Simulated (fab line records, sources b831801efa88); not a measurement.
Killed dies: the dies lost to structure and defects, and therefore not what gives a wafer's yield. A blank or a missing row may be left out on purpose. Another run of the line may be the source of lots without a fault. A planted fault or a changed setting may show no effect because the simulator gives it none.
Check for tools in common :: flow sky130 :: 14 lots and 42 wafers in the sample

WHY THIS WAS OPENED
At SKY_LDD_LDN_TW_MEAS_13 the reading LDD_LDN_TW is flagged on 2 of 14 lots. Wafers without a fault read 1481, standard deviation 7.8.
Rule: flag the lot when none of its wafers has a number, or when each of its wafers that has one lies beyond 4 standard deviations from that mean. The other lots count as sound.

lot: L830
measured: day 23 08:23
on: film_metro-03
LDD_LDN_TW, wafer by wafer: 1490 1481 1485
flag: 

lot: L829
measured: day 23 10:51
on: film_metro-03
LDD_LDN_TW, wafer by wafer: 1487 1493 1484
flag: 

lot: L831
measured: day 23 15:32
on: film_metro-01
LDD_LDN_TW, wafer by wafer: 1470 1471 1469
flag: 

lot: L833
measured: day 24 00:18
on: film_metro-03
LDD_LDN_TW, wafer by wafer: 1481 1483 1486
flag: 

lot: L834
measured: day 24 13:38
on: film_metro-03
LDD_LDN_TW, wafer by wafer: 1490 1492 1479
flag: 

lot: L835
measured: day 25 02:47
on: film_metro-01
LDD_LDN_TW, wafer by wafer: 1350 1344 1352
flag: FLAGGED

lot: L836
measured: day 25 16:38
on: film_metro-01
LDD_LDN_TW, wafer by wafer: 1350 1347 1345
flag: FLAGGED

lot: L838
measured: day 26 20:38
on: film_metro-01
LDD_LDN_TW, wafer by wafer: 1471 1486 1480
flag: 

lot: L841
measured: day 27 11:14
on: film_metro-01
LDD_LDN_TW, wafer by wafer: 1482 1482 1475
flag: 

lot: L845
measured: day 28 16:44
on: film_metro-04
LDD_LDN_TW, wafer by wafer: 1487 1483 1486
flag: 

lot: L846
measured: day 29 00:07
on: film_metro-01
LDD_LDN_TW, wafer by wafer: 1463 1477 1476
flag: 

lot: L848
measured: day 29 19:28
on: film_metro-03
LDD_LDN_TW, wafer by wafer: 1494 1484 1488
flag: 

lot: L849
measured: day 29 21:32
on: film_metro-03
LDD_LDN_TW, wafer by wafer: 1482 1489 1485
flag: 

lot: L850
measured: day 30 00:41
on: film_metro-03
LDD_LDN_TW, wafer by wafer: 1478 1487 1495
flag: 
The mean of the flagged lots' numbers is 1348, -133 from the usual (-17 standard deviations).

EACH LOT AND THE TOOL IT RAN ON
The record holds 1 process step before the reading, out of a route of 708 steps. Every cell lists first the tool, next ch and the chambers used by the sampled wafers, and last the start.
lot: L830
flag: 
SKY_LDD_LDN_IMPLANT_08: implanter-03 ch 0, day 23 07:41

lot: L829
flag: 
SKY_LDD_LDN_IMPLANT_08: implanter-02 ch 0, day 23 10:11

lot: L831
flag: 
SKY_LDD_LDN_IMPLANT_08: implanter-03 ch 0, day 23 14:50

lot: L833
flag: 
SKY_LDD_LDN_IMPLANT_08: implanter-02 ch 0, day 23 23:38

lot: L834
flag: 
SKY_LDD_LDN_IMPLANT_08: implanter-03 ch 0, day 24 12:56

lot: L835
flag: FLAGGED
SKY_LDD_LDN_IMPLANT_08: implanter-03, day 25 02:05

lot: L836
flag: FLAGGED
SKY_LDD_LDN_IMPLANT_08: implanter-02, day 25 15:56

lot: L838
flag: 
SKY_LDD_LDN_IMPLANT_08: implanter-01 ch 0, day 26 19:56

lot: L841
flag: 
SKY_LDD_LDN_IMPLANT_08: implanter-01 ch 0, day 27 10:32

lot: L845
flag: 
SKY_LDD_LDN_IMPLANT_08: implanter-01 ch 0, day 28 16:02

lot: L846
flag: 
SKY_LDD_LDN_IMPLANT_08: implanter-02 ch 0, day 28 23:25

lot: L848
flag: 
SKY_LDD_LDN_IMPLANT_08: implanter-02 ch 0, day 29 18:47

lot: L849
flag: 
SKY_LDD_LDN_IMPLANT_08: implanter-02 ch 0, day 29 20:51

lot: L850
flag: 
SKY_LDD_LDN_IMPLANT_08: implanter-02 ch 0, day 29 23:59
These steps, and what they do:
- SKY_LDD_LDN_IMPLANT_08
- SKY_LDD_LDN_TW_MEAS_13

FLAGGED OVER TOTAL, TOOL BY TOOL (the gauges that took the reading come last)
step: SKY_LDD_LDN_IMPLANT_08
tool: implanter-01
lots run: 3
flagged: 0
share of the flagged lots: none
sound lots run after its first flagged lot: -

step: SKY_LDD_LDN_IMPLANT_08
tool: implanter-02
lots run: 7
flagged: 1
share of the flagged lots: some
sound lots run after its first flagged lot: 4 (L846,L848,L849,L850)

step: SKY_LDD_LDN_IMPLANT_08
tool: implanter-03
lots run: 4
flagged: 1
share of the flagged lots: some
sound lots run after its first flagged lot: 0

step: SKY_LDD_LDN_TW_MEAS_13
tool: film_metro-01
lots run: 6
flagged: 2
share of the flagged lots: all
sound lots run after its first flagged lot: 3 (L838,L841,L846)

step: SKY_LDD_LDN_TW_MEAS_13
tool: film_metro-03
lots run: 7
flagged: 0
share of the flagged lots: none
sound lots run after its first flagged lot: -

step: SKY_LDD_LDN_TW_MEAS_13
tool: film_metro-04
lots run: 1
flagged: 0
share of the flagged lots: none
sound lots run after its first flagged lot: -

THE TABLE: WHAT IT ALLOWS
Rows of the table that ran each flagged lot: 1, that is film_metro-01 at SKY_LDD_LDN_TW_MEAS_13.
- film_metro-01 at SKY_LDD_LDN_TW_MEAS_13: 2 of its 6 lots flagged. Lots that were sound ran on it after the first flagged one (L838, L841, L846); a persistent fault on the entire tool would not allow that.
Not one row of the table ran every flagged lot while running no sound lot after the first.

WHAT THE SIMULATOR HAD INSERTED
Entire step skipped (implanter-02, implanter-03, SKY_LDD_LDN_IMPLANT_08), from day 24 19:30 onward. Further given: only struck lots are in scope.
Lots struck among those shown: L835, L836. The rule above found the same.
